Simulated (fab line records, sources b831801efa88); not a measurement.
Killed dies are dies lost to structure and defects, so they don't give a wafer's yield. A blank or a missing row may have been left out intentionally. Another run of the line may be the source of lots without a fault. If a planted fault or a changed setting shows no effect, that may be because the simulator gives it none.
fab line records | flow sky130
[record] lots = 7 | wafers = 18 | last-day = 49
route steps=708 shown VT_ADJUST_PCH@148 SONOS_TUNNEL@154 PAD_OPEN@708
lots that met no fault: from a run of the same line without faults
start-h: hours from the record's first day to the start of the lot's first wafer shown | wait-h: hours from the lot's prior step to this one | " unchanged from the row above | L1.1+2: several wafers, shown together as one row | - no value, or no start given | * or withheld: withheld | < > ~ a bound
route shown NAME@n: NAME is a module with steps in the file, n the number in the route of the first one | usual: mean/standard deviation of fault-free wafers | same: alike in all rows | chamber/n: place in a boat | sites: readings site by site | _std_site: the values' standard deviation | _edge_site: mean of outer sites minus mean of inner sites | radius-mm: how far each site lies from the wafer's centre | mask NAME#n: copy n | behind: tool/chamber where the wafer was last shaped | hold: reason for holding the lot/hours on hold/outcome of the hold | device: transistor that didn't switch, given as n, p or np | end of line: tests of these same wafers at the route's end | for a step that has no rows: nothing shown but its recipe | killed: not the wafer's yield, but the dies lost to structure and defects at the first sort | map: a wafer's dies, marking killed ones x, the rest . and places with no die _
set.NAME: the run value of the setting; set.NAME@STEP: its run value at that earlier step | model.NAME: the simulator's own value behind a step, which no gauge read
lots seen at some steps along the route; tables by step, rows by wafer
services: when a tool's chamber went out of use (start-h, in hours from the record's first day, below 0 if earlier), for how many hours, and the reason
[[steps]]
[step SKY_VT_ADJUST_PCH_PEB_05]
[recipe] temp-c = 115 | time-s = withheld
[step SKY_VT_ADJUST_PCH_DEVELOP_06]
[recipe] wall-angle-deg = 90 | developer = TMAH | develop-time-s = 60 | dev-temp-c = 23
[step SKY_VT_ADJUST_PCH_OVL_MEAS_07]
[usual] VT_ADJUST_PCH_OVL = -0.4/1.6
lot.wafer | tool       | chamber | start-h | wait-h | VT_ADJUST_PCH_OVL[nm]
L846.2    | overlay-02 | -       | 225.05  | -      | -0.4
L846.4    | "          | -       | "       | "      | -0.6
L846.6    | "          | -       | "       | "      | -0.3
L850.1    | overlay-02 | -       | 252.84  | -      | -0.8
L850.5    | "          | -       | "       | "      | -2.2
L850.6    | "          | -       | "       | "      | -3.7
L854.1    | overlay-01 | -       | 284.40  | -      | 2.0
L854.2    | "          | -       | "       | "      | 0.4
L854.5    | "          | -       | "       | "      | 2.2
L858.1    | overlay-02 | -       | 308.70  | -      | -1.8
L858.2    | "          | -       | "       | "      | -1.5
L858.5    | "          | -       | "       | "      | -1.7
L861.2    | overlay-01 | -       | 338.21  | -      | -0.9
L861.4    | "          | -       | "       | "      | -0.5
L862.3    | overlay-02 | -       | 353.56  | -      | -0.7
L862.5    | "          | -       | "       | "      | -0.1
L864.2    | overlay-01 | -       | 366.66  | -      | 0.9
L864.5    | "          | -       | "       | "      | -0.4
[step SKY_VT_ADJUST_PCH_IMPLANT_08]
[recipe] species = B | energy-kev = 10 | dose-cm2 = 5e+11 | tilt-deg = withheld
[step SKY_VT_ADJUST_PCH_STRIP_09]
[recipe] chemistry = O2/N2 | power-w = 1400 | pressure-mtorr = 1500 | platen-temp-c = withheld | o2-flow-sccm = 3000 | n2-flow-sccm = 300 | overash-fraction = 0.5
[usual] chamber-pressure-mTorr = 1499.9/1.4 | drypump-motor-current-A = 5.6/0.5 | oes-product-au = 0.723/0.0046 | strip-time-to-endpoint-s = 36.93/0.088
lot.wafer | tool            | chamber | start-h | wait-h | chamber-pressure-mTorr | drypump-motor-current-A | oes-product-au | rf-hours-counter-h | strip-time-to-endpoint-s
L846.2    | plasma-asher-03 | 0       | 225.23  | 0.1    | 1499.6                 | 5.7                     | 0.725          | 55                 | 37.10
L846.4    | "               | 1       | "       | "      | 1498.9                 | 5.8                     | 0.727          | -                  | 37.09
L846.6    | "               | 0       | "       | "      | 1501.6                 | 5.6                     | 0.728          | -                  | 37.08
L850.1    | plasma-asher-03 | 1       | 253.03  | 0.1    | 1498.5                 | 5.8                     | 0.730          | 57                 | 37.06
L850.5    | "               | 1       | "       | "      | 1497.3                 | 5.9                     | 0.720          | -                  | 36.93
L850.6    | "               | 0       | "       | "      | 1499.8                 | 5.6                     | 0.724          | -                  | 36.92
L854.1    | plasma-asher-03 | 0       | 284.59  | 0.1    | 1500.7                 | 5.6                     | 0.724          | 60                 | 36.97
L854.2    | "               | 1       | "       | "      | 1499.6                 | 5.8                     | 0.720          | 60                 | 36.86
L854.5    | "               | 1       | "       | "      | 1501.3                 | 5.8                     | 0.728          | -                  | 36.99
L858.1    | plasma-asher-02 | 0       | 308.89  | 0.1    | 1501.7                 | 5.1                     | 0.717          | 18                 | 36.88
L858.2    | "               | 1       | "       | "      | 1503.5                 | 5.8                     | 0.726          | 18                 | 36.99
L858.5    | "               | 0       | "       | "      | 1500.6                 | 5.1                     | 0.714          | -                  | 36.88
L861.2    | plasma-asher-02 | 1       | 338.39  | 0.1    | 1499.3                 | 5.7                     | 0.729          | 21                 | 36.83
L861.4    | "               | 1       | "       | "      | 1500.4                 | 5.8                     | 0.727          | -                  | 36.88
L862.3    | plasma-asher-02 | 0       | 353.77  | 0.1    | 1499.6                 | 5.1                     | 0.719          | -                  | 37.04
L862.5    | "               | 1       | "       | "      | 1499.8                 | 5.7                     | 0.720          | -                  | 37.11
L864.2    | plasma-asher-01 | 0       | 366.84  | 0.1    | 1502.9                 | 5.0                     | 0.726          | 69                 | 36.87
L864.5    | "               | 1       | "       | "      | 1500.8                 | 6.3                     | 0.725          | -                  | 36.84
[step SKY_VT_ADJUST_PCH_TW_MEAS_10]
[usual] VT_ADJUST_PCH_TW = 142.9/1.1
lot.wafer | tool          | chamber | start-h | wait-h | VT_ADJUST_PCH_TW
L846.2    | film-metro-03 | -       | 225.34  | 0.1    | 143.0
L846.4    | "             | -       | "       | "      | 142.1
L846.6    | "             | -       | "       | "      | 141.5
L850.1    | film-metro-01 | -       | 253.13  | 0.1    | 144.2
L850.5    | "             | -       | "       | "      | 143.5
L850.6    | "             | -       | "       | "      | 143.7
L854.1    | film-metro-01 | -       | 284.69  | 0.1    | 143.4
L854.2    | "             | -       | "       | "      | 143.1
L854.5    | "             | -       | "       | "      | 143.3
L858.1    | film-metro-03 | -       | 308.99  | 0.1    | 141.6
L858.2    | "             | -       | "       | "      | 141.3
L858.5    | "             | -       | "       | "      | 141.3
L861.2    | film-metro-02 | -       | 338.50  | 0.1    | 142.4
L861.4    | "             | -       | "       | "      | 143.4
L862.3    | film-metro-03 | -       | 353.86  | 0.1    | 140.5
L862.5    | "             | -       | "       | "      | 140.9
L864.2    | film-metro-02 | -       | 366.95  | 0.1    | 144.0
L864.5    | "             | -       | "       | "      | 144.0
[step SKY_SONOS_TUNNEL_DEHYDRATE_00]
[recipe] temp-c = 200 | time-s = 60
[step SKY_SONOS_TUNNEL_HMDS_01]
[recipe] prime-time-s = 60 | prime-temp-c = 120
[step SKY_SONOS_TUNNEL_COAT_02]
[recipe] resist = NOVOLAK | spin-rpm = 3000 | resist-thk-nm = 1140
[step SKY_SONOS_TUNNEL_SOFTBAKE_03]
[recipe] temp-c = 90 | time-s = 60 | resist = NOVOLAK
[step SKY_SONOS_TUNNEL_EXPOSE_04]
[recipe] mask-id = TUNM | na = 0.6 | source-shape = conventional | sigma-outer = 0.6 | polarization = unpolarized | target-cd-nm = 410 | dose-mj = 136
[step SKY_SONOS_TUNNEL_PEB_05]
[recipe] temp-c = withheld | time-s = * | resist = NOVOLAK
[step SKY_SONOS_TUNNEL_DEVELOP_06]
[recipe] resist = NOVOLAK | developer = TMAH | develop-time-s = 60 | dev-temp-c = 23
[usual] exhaust-pa = 44.9/0.84
lot.wafer | tool           | chamber | start-h | wait-h | exhaust-pa
L846.2    | litho-track-02 | 0       | 248.80  | 0.1    | 45.8
L846.4    | "              | 0       | "       | "      | 45.0
L846.6    | "              | 0       | "       | "      | 45.6
L850.1    | litho-track-03 | 0       | 276.63  | 0.1    | 44.5
L850.5    | "              | 0       | "       | "      | 46.6
L850.6    | "              | 0       | "       | "      | 43.9
L854.1    | litho-track-03 | 0       | 305.03  | 0.1    | 46.0
L854.2    | "              | 0       | "       | "      | 46.4
L854.5    | "              | 0       | "       | "      | 46.7
L858.1    | litho-track-02 | 0       | 335.32  | 0.1    | 45.5
L858.2    | "              | 0       | "       | "      | 45.1
L858.5    | "              | 0       | "       | "      | 46.0
L861.2    | litho-track-02 | 0       | 365.00  | 0.1    | 44.4
L861.4    | "              | 0       | "       | "      | 46.6
L862.3    | litho-track-02 | 0       | 381.82  | 0.1    | 44.7
L862.5    | "              | 0       | "       | "      | 46.9
L864.2    | litho-track-02 | 0       | 394.35  | 0.1    | 44.4
L864.5    | "              | 0       | "       | "      | 43.4
[step SKY_SONOS_TUNNEL_CD_MEAS_07]
[recipe] target-cd-nm = 410
[usual] cd-nm = 410.5/2.2
lot.wafer | tool      | chamber | start-h | wait-h | cd-nm
L846.2    | cd-sem-02 | -       | 248.95  | 0.1    | 410.1
L846.4    | "         | -       | "       | "      | 408.1
L846.6    | "         | -       | "       | "      | 409.1
L850.1    | cd-sem-02 | -       | 276.78  | 0.1    | 409.1
L850.5    | "         | -       | "       | "      | 410.0
L850.6    | "         | -       | "       | "      | 408.5
L854.1    | cd-sem-02 | -       | 305.18  | 0.1    | 407.6
L854.2    | "         | -       | "       | "      | 407.9
L854.5    | "         | -       | "       | "      | 409.6
L858.1    | cd-sem-01 | -       | 335.47  | 0.1    | 410.4
L858.2    | "         | -       | "       | "      | 409.7
L858.5    | "         | -       | "       | "      | 408.4
L861.2    | cd-sem-01 | -       | 365.14  | 0.1    | 445.9
L861.4    | "         | -       | "       | "      | 411.7
L862.3    | cd-sem-02 | -       | 381.96  | 0.1    | 413.9
L862.5    | "         | -       | "       | "      | 448.7
L864.2    | cd-sem-02 | -       | 394.49  | 0.1    | 446.1
L864.5    | "         | -       | "       | "      | 445.7
[step SKY_SONOS_TUNNEL_OVL_MEAS_08]
[usual] SONOS_TUNNEL_OVL = -1.1/1.3
lot.wafer | tool       | chamber | start-h | wait-h | SONOS_TUNNEL_OVL[nm]
L846.2    | overlay-02 | -       | 249.05  | 0.1    | -1.2
L846.4    | "          | -       | "       | "      | -1.9
L846.6    | "          | -       | "       | "      | -1.0
L850.1    | overlay-01 | -       | 276.90  | 0.1    | -2.2
L850.5    | "          | -       | "       | "      | -2.0
L850.6    | "          | -       | "       | "      | -2.8
L854.1    | overlay-02 | -       | 305.30  | 0.1    | -2.5
L854.2    | "          | -       | "       | "      | -2.3
L854.5    | "          | -       | "       | "      | -1.6
L858.1    | overlay-02 | -       | 335.59  | 0.1    | -0.7
L858.2    | "          | -       | "       | "      | 0.3
L858.5    | "          | -       | "       | "      | -0.8
L861.2    | overlay-01 | -       | 365.25  | 0.1    | -1.2
L861.4    | "          | -       | "       | "      | -2.0
L862.3    | overlay-01 | -       | 382.06  | 0.1    | -0.8
L862.5    | "          | -       | "       | "      | -2.0
L864.2    | overlay-02 | -       | 394.60  | 0.1    | -1.5
L864.5    | "          | -       | "       | "      | -0.1
[step SKY_PAD_OPEN_PROBE_99]
[usual] killed_at_M0_to_M3 = 43/7 | killed_at_M4_up = 3.4/1.9 | killed-at-contacts = 24/5.4 | killed-at-front-end = 15/4.4 | killed-at-other = 0.4/0.63 | killed-dies = 86/9.1 | killed-open = 46/6.6 | killed-short = 39/6.6
[same] gross-dies = 492 | killed-at-back-side = 0
lot.wafer | tool      | chamber | start-h | wait-h | killed_at_M0_to_M3 | killed_at_M4_up | killed-at-contacts | killed-at-front-end | killed-at-other | killed-dies | killed-open | killed-short
L846.2    | prober-01 | -       | 1064.25 | 0.1    | 42                 | 2               | 17                 | 23                  | 0               | 84          | 53          | 31
L846.4    | prober-01 | -       | 1064.35 | 0.2    | 50                 | 3               | 28                 | 17                  | 0               | 98          | 54          | 44
L846.6    | prober-01 | -       | 1064.45 | 0.2    | 38                 | 6               | 27                 | 17                  | 0               | 88          | 43          | 45
// killed by level:class
L846.2 VIA1:geometric-particle:open=12 FIELD_ISO:geometric-particle:open=10 CONTACT:geometric-particle:open=9 METAL2:geometric-particle:short=7 VIA2:geometric-particle:open=7 FIELD_ISO:geometric-particle:short=4 POLY_GATE:geometric-particle:open=4 VIA3:geometric-particle:open=4
L846.4 VIA1:geometric-particle:open=15 LI_CONTACT:geometric-particle:open=10 METAL2:geometric-particle:short=9 POLY_GATE:geometric-particle:short=7 CONTACT:geometric-particle:open=7 VIA3:geometric-particle:open=7 VIA2:geometric-particle:open=6 LI_CONTACT:geometric-particle:short=5
L846.6 CONTACT:geometric-particle:open=13 METAL2:geometric-particle:short=8 VIA1:geometric-particle:short=7 LI_CONTACT:geometric-particle:open=6 METAL4:geometric-particle:short=5 METAL3:geometric-particle:short=5 FIELD_ISO:geometric-particle:open=4 POLY_GATE:geometric-particle:open=4
[[services]]
tool            | chamber | start-h | hours | kind
plasma-asher-03 | -       | 230.29  | 2.3   | repair
plasma-asher-03 | -       | 258.05  | 1.7   | repair
plasma-asher-02 | -       | 347.39  | 0.9   | repair
plasma-asher-02 | -       | 350.72  | 3.0   | repair
[[key]]
[first-sign] step = SKY_SONOS_TUNNEL_CD_MEAS_07 | reading = cd-nm | direction = up | sigmas = 17 | usual = 410.5 | struck = 446.6
effect none on later readings
met-at SKY_SONOS_TUNNEL_DEVELOP_06
struck-wafers L861.2,L862.5,L864.2,L864.5
tester-left-out L861,L862,L864
onset-between 335.32 365.00
[fault] kind = process-parameter-drift | tool = litho-track-02 | chamber = - | onset-h = 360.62 | steps = SKY_SONOS_TUNNEL_DEVELOP_06 | channel = develop-time-s | offset = * | shape = step | end-h = 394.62 | scope = struck-wafers-only | acts-in = * | stated = *
// tester-left-out: of these lots the tester's yield and bins aren't shown, on N5 and GAA mostly nor the transistor test; their killed dies are dies lost to structure and defects alone, not to doping, threshold or leakage, so they don't give the yield
